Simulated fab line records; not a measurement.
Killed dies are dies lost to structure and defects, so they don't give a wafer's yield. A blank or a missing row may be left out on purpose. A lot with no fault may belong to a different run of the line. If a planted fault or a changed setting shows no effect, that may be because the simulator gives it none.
fab line records    flow gf180mcu
[record] lots = 12  wafers = 36  lastDay = 34
route steps=602 shown DNWELL@40 MVPSD@88 POLY_GATE@162 SALICIDE@286
lots untouched by any fault: they come from a run of this same line in which no faults occurred
startH: the number of hours between the record's first day and the start of the first shown wafer of the lot    waitH: time in hours since the lot's previous step    " identical to the entry in the row above    L1.1+2: one row covering several wafers at once    - no value, or no start was given    * or withheld: withheld    < > ~ a bound
route shown NAME@n: a module of which the file shows steps, and the number in the route of the first    usual: mean and standard deviation over wafers with no fault    same: alike in all rows    chamber/n: place in a boat    sites: each site's reading    _std_site: the standard deviation of these    _edge_site: the outer-site mean with the inner-site mean subtracted    radiusMm: how far each site lies from the wafer's centre    mask NAME#n: copy n    behind: the most recent tool/chamber to have shaped the wafer    hold: cause of the lot's hold/its duration in hours/its outcome    device: whichever transistor did not switch (one of n, p or np)    end of line: at the end of the route, the tests of the same wafers    where a step has no rows: the recipe by itself    killed: dies lost to structure and defects at the first sort, not the wafer's yield    map: dies across one wafer; x = killed, . = not, _ = none there
set.NAME: the setting the step ran with; set.NAME@STEP: the setting that earlier step ran with    model.NAME: the simulator's own value behind a step, which no gauge read
the route's steps for a sample of lots (tables are steps, rows are wafers)
services: the hour from which a tool's chamber was out of use, counted from the record's first day as startH (under 0 if before that day), plus the number of hours and why
[[steps]]
[step GF_DNWELL_STRIP_08]
[recipe] chemistry = O2/N2  powerW = 1400  pressureMtorr = 1500  platenTempC = 250  o2FlowSccm = 3000  n2FlowSccm = 300  overashFraction = 0.5
[usual] drypumpMotorCurrentA = 5.8/0.52  heaterPowerW = 333/36  n2FlowSccm = 300.1/0.93  oesProductAu = 0.722/0.005  stripTimeToEndpointS = 36.92/0.088
[same] overashFraction = 0.5
lot.wafer  tool            chamber  startH  waitH  drypumpMotorCurrentA  heaterPowerW  n2FlowSccm  oesProductAu  rfHoursCounterH  stripTimeToEndpointS
L566.4     plasmaAsher-01  0        43.77   0.1    5.1                   281           299.3       0.719         -                36.81
L566.5     "               1        "       "      6.4                   365           300.1       0.723         -                36.80
L566.6     "               0        "       "      5.1                   286           298.7       0.721         -                36.83
L567.1     plasmaAsher-01  1        47.98   0.1    6.4                   380           301.8       0.731         39               36.94
L567.4     "               1        "       "      6.4                   388           301.1       0.724         -                36.88
L567.5     "               1        "       "      6.4                   369           301.0       0.715         -                36.87
L570.2     plasmaAsher-01  0        63.40   0.1    5.1                   288           299.6       0.717         41               36.99
L570.3     "               0        "       "      5.1                   284           301.5       0.715         -                36.83
L570.6     "               0        "       "      5.1                   291           299.8       0.724         -                36.99
L571.2     plasmaAsher-01  1        68.51   0.1    6.4                   371           299.7       0.722         41               36.92
L571.4     "               1        "       "      6.4                   381           298.7       0.718         -                36.94
L571.6     "               1        "       "      6.4                   381           299.9       0.723         -                36.92
L573.1     plasmaAsher-01  1        79.85   0.1    6.4                   381           301.9       0.719         42               37.00
L573.5     "               1        "       "      6.4                   380           299.7       0.721         -                36.93
L573.6     "               0        "       "      5.1                   279           301.2       0.724         -                36.91
L575.1     plasmaAsher-03  0        91.18   0.1    5.4                   337           298.3       0.719         42               36.71
L575.3     "               1        "       "      5.7                   344           300.2       0.723         -                36.82
L575.4     "               0        "       "      5.4                   336           299.2       0.721         -                36.74
L578.2     plasmaAsher-03  1        107.00  0.1    5.7                   342           301.0       0.718         44               37.02
L578.3     "               1        "       "      5.7                   335           300.7       0.718         -                36.91
L578.6     "               1        "       "      5.7                   335           300.1       0.717         -                36.99
L580.3     plasmaAsher-01  1        116.75  0.1    6.4                   394           300.0       0.717         -                36.99
L580.5     "               0        "       "      5.1                   289           298.6       0.725         -                36.92
L580.6     "               1        "       "      6.4                   379           300.4       0.722         -                36.99
L582.1     plasmaAsher-01  1        129.15  0.1    6.4                   389           299.2       0.724         48               37.06
L582.5     "               1        "       "      6.4                   379           300.3       0.717         -                36.94
L582.6     "               0        "       "      5.1                   283           299.7       0.729         -                36.86
L583.1     plasmaAsher-01  1        131.68  0.1    6.4                   358           300.3       0.715         48               36.98
L583.2     "               0        "       "      5.1                   282           299.7       0.723         48               36.94
L583.6     "               0        "       "      5.1                   282           299.5       0.726         -                36.91
L585.3     plasmaAsher-01  0        143.43  0.1    5.1                   284           299.3       0.725         -                36.77
L585.4     "               1        "       "      6.4                   388           300.7       0.718         -                36.85
L585.6     "               0        "       "      5.1                   283           299.5       0.715         -                36.92
L588.3     plasmaAsher-01  1        159.53  0.1    6.4                   386           300.6       0.714         -                36.95
L588.5     "               0        "       "      5.1                   286           299.3       0.724         -                36.76
L588.6     "               1        "       "      6.4                   372           299.8       0.723         -                36.95
[step GF_MVPSD_STRIP_10]
[recipe] chemistry = O2/N2  powerW = 1400  pressureMtorr = 1500  platenTempC = 250  o2FlowSccm = 3000  n2FlowSccm = 300  overashFraction = 0.5
[usual] drypumpMotorCurrentA = 5.8/0.46  heaterPowerW = 335/30  n2FlowSccm = 300.1/0.93  oesProductAu = 0.722/0.0051  stripTimeToEndpointS = 36.95/0.12
[same] overashFraction = 0.5
lot.wafer  tool            chamber  startH  waitH  drypumpMotorCurrentA  heaterPowerW  n2FlowSccm  oesProductAu  rfHoursCounterH  stripTimeToEndpointS
L566.4     plasmaAsher-03  1        96.98   0.1    5.7                   337           300.8       0.728         -                36.69
L566.5     "               1        "       "      5.7                   344           300.1       0.716         -                36.80
L566.6     "               0        "       "      5.4                   331           300.1       0.719         -                36.68
L567.1     plasmaAsher-03  0        103.13  0.1    5.4                   347           300.6       0.718         43               37.05
L567.4     "               1        "       "      5.7                   338           300.0       0.720         -                36.96
L567.5     "               1        "       "      5.7                   348           299.8       0.723         -                37.07
L570.2     plasmaAsher-02  0        120.30  0.1    6.1                   335           300.0       0.723         49               37.01
L570.3     "               1        "       "      5.9                   336           300.4       0.724         -                36.92
L570.6     "               0        "       "      6.1                   330           299.3       0.726         -                37.08
L571.2     plasmaAsher-01  1        124.98  0.1    6.4                   383           299.9       0.724         47               37.05
L571.4     "               1        "       "      6.4                   379           300.6       0.730         -                36.99
L571.6     "               0        "       "      5.1                   284           299.9       0.719         -                36.98
L573.1     plasmaAsher-02  1        139.20  0.1    5.9                   330           299.4       0.732         51               36.91
L573.5     "               0        "       "      6.1                   336           300.1       0.720         -                36.90
L573.6     "               1        "       "      5.9                   336           298.8       0.725         -                36.88
L575.1     plasmaAsher-02  1        152.00  0.1    5.9                   332           300.5       0.722         52               36.81
L575.3     "               1        "       "      5.9                   330           300.6       0.719         -                36.76
L575.4     "               0        "       "      6.0                   328           300.3       0.722         -                36.79
L578.2     plasmaAsher-01  0        170.40  0.1    5.1                   287           300.8       0.724         52               37.01
L578.3     "               0        "       "      5.1                   283           300.7       0.727         -                37.15
L578.6     "               0        "       "      5.1                   281           300.6       0.725         -                37.03
L580.3     plasmaAsher-01  0        179.50  0.1    5.1                   288           300.6       0.726         -                36.91
L580.5     "               1        "       "      6.4                   387           299.4       0.726         -                36.87
L580.6     "               0        "       "      5.1                   293           300.9       0.722         -                36.86
L582.1     plasmaAsher-02  1        192.45  0.1    5.9                   327           300.4       0.718         56               36.91
L582.5     "               1        "       "      5.9                   328           300.5       0.718         -                37.00
L582.6     "               0        "       "      6.1                   331           299.0       0.726         -                36.99
L583.1     plasmaAsher-01  0        198.30  0.1    5.1                   292           297.8       0.724         55               36.96
L583.2     "               1        "       "      6.4                   370           298.5       0.731         55               36.93
L583.6     "               0        "       "      5.1                   288           297.3       0.723         -                36.97
L585.3     plasmaAsher-01  0        209.23  0.1    5.1                   287           301.5       0.728         -                37.04
L585.4     "               1        "       "      6.4                   375           300.8       0.724         -                36.98
L585.6     "               1        "       "      6.4                   379           299.8       0.726         -                36.94
L588.3     plasmaAsher-02  1        228.13  0.1    5.9                   331           300.4       0.720         -                36.91
L588.5     "               1        "       "      6.0                   330           299.1       0.722         -                37.15
L588.6     "               0        "       "      6.1                   339           299.0       0.721         -                36.98
[step GF_POLY_GATE_COAT_05]
[recipe] resist = KrF  spinRpm = withheld  resistThkNm = 700
lot.wafer   tool           chamber  startH  waitH
L566.4+5+6  lithoTrack-02  0        188     -
L567.1+4+5  lithoTrack-01  0        199     -
L570.2+3+6  lithoTrack-01  0        214     -
L571.2+4+6  lithoTrack-02  0        222     -
L573.1+5+6  lithoTrack-01  0        237     -
L575.1+3+4  lithoTrack-02  0        251     -
L578.2+3+6  lithoTrack-01  0        275     -
L580.3+5+6  lithoTrack-01  0        286     -
L582.1+5+6  lithoTrack-01  0        300     -
L583.1+2+6  lithoTrack-02  0        306     -
L585.3+4+6  lithoTrack-03  0        321     -
L588.3+5+6  lithoTrack-02  0        344     -
[step GF_POLY_GATE_STRIP_14]
[recipe] chemistry = O2/N2  powerW = 1400  pressureMtorr = 1500  platenTempC = 250  o2FlowSccm = 3000  n2FlowSccm = 300  overashFraction = 0.5
[usual] drypumpMotorCurrentA = 5.5/0.34  heaterPowerW = 341/26  n2FlowSccm = 299.9/0.84  oesProductAu = 0.505/0.0048
[same] overashFraction = 0.5
lot.wafer  tool            chamber  startH  waitH  drypumpMotorCurrentA  heaterPowerW  n2FlowSccm  oesProductAu  rfHoursCounterH
L566.4     plasmaAsher-04  1        198.02  0.1    5.5                   328           299.0       0.515         -
L566.5     "               1        "       "      5.5                   320           301.0       0.510         -
L566.6     "               0        "       "      5.4                   366           300.5       0.500         -
L567.1     plasmaAsher-04  1        207.87  0.0    5.5                   322           299.1       0.512         41
L567.4     "               1        "       "      5.5                   326           299.2       0.515         -
L567.5     "               1        "       "      5.4                   328           299.9       0.513         -
L570.2     plasmaAsher-03  1        223.63  0.0    5.7                   340           299.7       0.505         11
L570.3     "               0        "       "      5.4                   360           301.4       0.500         -
L570.6     "               0        "       "      5.4                   354           301.6       0.510         -
L571.2     plasmaAsher-03  0        232.14  0.0    5.4                   363           301.8       0.504         12
L571.4     "               1        "       "      5.7                   328           300.1       0.514         -
L571.6     "               0        "       "      5.4                   363           301.9       0.500         -
L573.1     plasmaAsher-04  1        247.24  0.0    5.5                   326           301.5       0.498         45
L573.5     "               1        "       "      5.5                   331           300.1       0.500         -
L573.6     "               0        "       "      5.3                   353           299.0       0.507         -
L575.1     plasmaAsher-04  0        260.89  0.0    5.4                   367           299.0       0.508         46
L575.3     "               0        "       "      5.4                   362           299.3       0.517         -
L575.4     "               1        "       "      5.5                   320           300.5       0.506         -
L578.2     plasmaAsher-04  1        286.12  0.0    5.5                   326           298.4       0.502         48
L578.3     "               0        "       "      5.4                   365           299.2       0.504         -
L578.6     "               0        "       "      5.4                   359           299.7       0.509         -
L580.3     plasmaAsher-03  1        296.92  0.1    5.7                   333           299.7       0.501         -
L580.5     "               1        "       "      5.7                   331           297.9       0.506         -
L580.6     "               0        "       "      5.4                   352           299.9       0.539         -
L582.1     plasmaAsher-04  1        310.78  0.0    5.5                   318           300.3       0.509         51
L582.5     "               0        "       "      5.4                   362           300.4       0.499         -
L582.6     "               1        "       "      5.5                   325           299.4       0.548         -
L583.1     plasmaAsher-01  0        317.69  0.0    5.1                   290           300.5       0.506         67
L583.2     "               1        "       "      6.4                   377           300.9       0.495         67
L583.6     "               1        "       "      6.4                   389           300.7       0.502         -
L585.3     plasmaAsher-03  1        332.17  0.1    5.7                   327           299.9       0.497         -
L585.4     "               0        "       "      5.4                   351           298.6       0.505         -
L585.6     "               0        "       "      5.4                   356           300.0       0.511         -
L588.3     plasmaAsher-01  1        355.26  0.1    6.4                   374           299.7       0.509         -
L588.5     "               1        "       "      6.4                   380           300.5       0.508         -
L588.6     "               0        "       "      5.1                   285           299.3       0.504         -
[step GF_SALICIDE_RTA_08]
[recipe] tempC = 800  timeS = 30  ambient = N2
[usual] lampPowerPct = 18.52/0.13  wafer_temp_C_max = 803.2/0.69
lot.wafer  tool          chamber  startH  waitH  lampPowerPct  wafer_temp_C_max
L566.4     rtpAnneal-01  0        340.80  0.1    18.61         802.5
L566.5     "             0        "       "      18.62         803.7
L566.6     "             0        "       "      18.63         803.6
L567.1     rtpAnneal-02  0        352.29  0.0    18.37         803.2
L567.4     "             0        "       "      18.36         803.8
L567.5     "             0        "       "      18.35         803.9
L570.2     rtpAnneal-01  0        371.74  0.0    18.67         803.0
L570.3     "             0        "       "      18.64         803.6
L570.6     "             0        "       "      18.62         803.5
L571.2     rtpAnneal-02  0        383.04  0.0    18.35         803.0
L571.4     "             0        "       "      18.39         802.7
L571.6     "             0        "       "      18.34         802.7
L573.1     rtpAnneal-02  0        400.50  0.0    18.39         803.7
L573.5     "             0        "       "      18.37         801.8
L573.6     "             0        "       "      18.38         802.8
L575.1     rtpAnneal-02  0        419.75  0.0    18.36         803.3
L575.3     "             0        "       "      18.38         803.3
L575.4     "             0        "       "      18.38         802.8
L578.2     rtpAnneal-01  0        451.00  0.0    18.62         804.2
L578.3     "             0        "       "      18.65         803.7
L578.6     "             0        "       "      18.61         803.4
L580.3     rtpAnneal-01  0        463.30  0.0    18.64         802.5
L580.5     "             0        "       "      18.64         804.0
L580.6     "             0        "       "      18.63         802.2
L582.1     rtpAnneal-01  0        481.20  0.0    18.63         804.8
L582.5     "             0        "       "      18.64         804.3
L582.6     "             0        "       "      18.62         804.6
L583.1     rtpAnneal-02  0        487.20  0.0    18.39         803.4
L583.2     "             0        "       "      18.36         802.5
L583.6     "             0        "       "      18.35         803.9
L585.3     rtpAnneal-01  0        503.90  0.0    18.64         803.8
L585.4     "             0        "       "      18.63         803.6
L585.6     "             0        "       "      18.65         802.7
L588.3     rtpAnneal-01  0        529.87  0.0    18.64         804.1
L588.5     "             0        "       "      18.62         803.5
L588.6     "             0        "       "      18.66         802.4
[[services]]
tool            chamber  startH  hours  kind
plasmaAsher-02  -        26.55   0.6    repair
plasmaAsher-03  -        59.76   3.7    repair
plasmaAsher-03  -        108.82  9.0    pm
plasmaAsher-03  0        108.82  9.0    ventCycle
plasmaAsher-03  1        108.82  9.0    ventCycle
plasmaAsher-04  -        117.52  2.2    repair
plasmaAsher-03  0        117.82  -      clean
plasmaAsher-03  1        117.82  -      clean
plasmaAsher-04  -        173.35  1.7    repair
plasmaAsher-03  -        187.30  0.8    repair
plasmaAsher-01  -        205.22  2.8    repair
rtpAnneal-01    -        258.29  2.8    pm
plasmaAsher-04  -        276.84  7.2    repair
plasmaAsher-02  -        297.49  18.7   repair
plasmaAsher-03  -        307.52  3.5    repair
plasmaAsher-04  -        335.77  15.6   pm
plasmaAsher-01  -        367.48  12.4   pm
plasmaAsher-03  -        370.45  4.4    repair
plasmaAsher-01  -        385.65  2.8    pm
plasmaAsher-04  -        406.65  0.8    repair
plasmaAsher-03  -        412.59  3.2    repair
plasmaAsher-02  -        421.25  9.0    pm
plasmaAsher-03  -        424.29  0.7    repair
plasmaAsher-01  -        488.47  6.6    repair
[[key]]
[firstSign] step = GF_POLY_GATE_STRIP_14  reading = oesProductAu  direction = up  sigmas = 8.2  usual = 0.505  struck = 0.544
effect none on later readings
metAt GF_POLY_GATE_COAT_05
struckLots L580,L582
struckWafers L580.6,L582.6
testerLeftOut L580,L582
notActingAt GF_DNWELL_STRIP_08,GF_MVPSD_STRIP_10,GF_SALICIDE_RTA_08
onsetBetween 275 286
[fault] kind = processParameterDrift  tool = lithoTrack-01  chamber = -  onsetH = 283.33  steps = GF_POLY_GATE_COAT_05  channel = resistThkNm  offset = *  shape = step  endH = 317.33  scope = struckWafersOnly  actsIn = *  stated = *
// testerLeftOut: of these lots the tester's yield and bins aren't shown, on N5 and GAA mostly nor the transistor test; their killed dies are dies lost to structure and defects alone, not to doping, threshold or leakage, so they don't give the yield
